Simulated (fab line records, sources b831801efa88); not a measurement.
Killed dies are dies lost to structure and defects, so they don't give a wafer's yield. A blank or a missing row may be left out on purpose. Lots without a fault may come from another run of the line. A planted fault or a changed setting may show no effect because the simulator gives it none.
Chamber matching | flow sky130 | SKY_VIA4_CMP_21 on cmp-01: 4 sister chambers
The step polishes, stops on SiO2, t overpolish 25 s, target thk 0 nm. 14 wafers are shown with their chamber, then 7 later ones without.

WAFERS WITH THEIR CHAMBER
wafer  | chamber | motor_current_A (A) | time_to_endpoint_s (s) | overpolish_run_s (s)
L625.2 | 1       | 11.7                | 120                    | 25.017
L625.4 | 2       | 9.8                 | 128                    | 25.006
L625.5 | 1       | 11.7                | 123                    | 24.981
L631.1 | 2       | 10.9                | 124                    | 25.004
L631.3 | 1       | 10.6                | 121                    | 25.004
L631.4 | 0       | 10.4                | 127                    | 24.981
L639.3 | 2       | 10.4                | 122                    | 24.996
L639.4 | 3       | 10.4                | 125                    | 24.997
L639.5 | 0       | 10.3                | 121                    | 24.995
L640.1 | 1       | 11.8                | 117                    | 24.992
L640.3 | 3       | 10.8                | 118                    | 24.996
L640.5 | 1       | 11.2                | 117                    | 24.990
L643.1 | 2       | 10.4                | 120                    | 24.994
L643.2 | 1       | 11.3                | 116                    | 24.966

SIGNATURES (means of the wafers above)
reading            | chamber 0 | chamber 1 | chamber 2 | chamber 3 | scatter within a chamber
motor_current_A    | 10.350    | 11.383    | 10.375    | 10.600    | 0.415
time_to_endpoint_s | 124.00    | 119.00    | 123.50    | 121.50    | 3.4
overpolish_run_s   | 24.98800  | 24.99167  | 25.00000  | 24.99650  | 0.0133
Rule: a wafer's distance from a chamber is the root of the sum, over the readings, of the square of ((its reading less the chamber's mean) divided by the reading's scatter). The wafer belongs to the nearest chamber; if the next one is less than 2 further off, it can't be placed. The scatter: the root of (the sum of the squares of (reading less its chamber's mean) over the shown wafers, divided by (wafers less chambers)).

WAFERS WITHOUT THEIR CHAMBER
wafer  | motor_current_A (A) | time_to_endpoint_s (s) | overpolish_run_s (s)
L643.5 | 10.4                | 117                    | 25.015
L644.2 | 11.7                | 120                    | 25.008
L644.5 | 10.2                | 126                    | 25.015
L644.6 | 10.5                | 126                    | 25.010
L647.2 | 9.8                 | 120                    | 25.001
L647.3 | 10.4                | 118                    | 24.990
L647.6 | 9.9                 | 125                    | 24.992

WHICH CHAMBER EACH WENT THROUGH
wafer  | from the rows above               | in truth
L643.5 | can't be placed: 3 or 2 or 0 or 1 | 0
L644.2 | can't be placed: 1 or 3 or 2      | 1
L644.5 | can't be placed: 2 or 0 or 3      | 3
L644.6 | can't be placed: 2 or 3 or 0      | 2
L647.2 | can't be placed: 2 or 3 or 0      | 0
L647.3 | can't be placed: 3 or 0 or 2 or 1 | 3
L647.6 | can't be placed: 0 or 2 or 3      | 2
Placed correctly: 0 of 7. Can't be placed from these rows: 7 (the true chamber is among the candidates in 7). Placed wrongly: 0.
